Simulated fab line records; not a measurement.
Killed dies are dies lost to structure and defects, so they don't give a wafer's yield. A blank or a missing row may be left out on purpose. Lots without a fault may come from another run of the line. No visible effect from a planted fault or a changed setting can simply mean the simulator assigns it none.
Chamber matching -- flow gf180mcu -- cmp-02 running GF_V1_CMP_26: 4 sister chambers
The step polishes, stops on SiO2, t overpolish 15 s, target thk 0 nm. 14 wafers are shown with their chamber, then 7 later ones without.

EACH WAFER AND ITS CHAMBER
wafer,chamber,motor current A (A),edge zone pressure frac,time to endpoint s (s)
L851.2,0,7.5,1.005,86
L851.5,2,9.7,1.006,81
L851.6,3,12.1,1.000,88
L853.2,2,9.6,0.997,85
L853.3,0,8.1,0.999,88
L853.4,3,11.5,1.000,86
L865.4,0,8.1,0.999,92
L865.5,0,8.0,1.003,90
L865.6,3,11.9,1.004,88
L867.1,2,9.3,0.997,83
L867.5,1,11.9,0.989,86
L867.6,2,9.3,1.005,85
L868.3,2,9.7,1.004,86
L868.5,0,7.7,1.001,84

SIGNATURES (means of the wafers above)
reading,chamber 0,chamber 1,chamber 2,chamber 3,scatter within a chamber
motor current A,7.880,11.900,9.520,11.833,0.254
edge zone pressure frac,1.00140,0.98900,1.00180,1.00133,0.00342
time to endpoint s,88.00,86.00,84.00,87.33,2.42
Rule: for a wafer and a chamber, the distance is found by dividing, reading by reading, the gap between the wafer's reading and the chamber's mean by the reading's scatter, squaring, summing and taking the root. The wafer belongs to the nearest chamber; if the next one is less than 2 further off, it can't be placed. How the scatter is found: for the shown wafers, subtract from each reading the mean of its chamber, square and add these, divide the total by (wafers less chambers), then take the root.

WAFERS WITH NO CHAMBER GIVEN
wafer,motor current A (A),edge zone pressure frac,time to endpoint s (s)
L868.6,10.8,1.002,86
L870.3,11.4,1.002,84
L870.5,12.4,1.004,82
L870.6,8.0,1.005,87
L871.1,11.6,0.998,90
L871.3,9.7,0.997,82
L871.4,7.6,0.995,90

WHICH CHAMBER EACH ONE RAN IN
wafer,from the rows above,in truth
L868.6,can't be placed: 3 or 2 or 1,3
L870.3,3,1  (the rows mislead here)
L870.5,can't be placed: 3 or 1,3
L870.6,0,0
L871.1,can't be placed: 3 or 1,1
L871.3,2,2
L871.4,0,0
3 of 7 placed correctly. From these rows, 3 cannot be placed; in 3 the true chamber is one of the candidates. 1 placed wrongly.
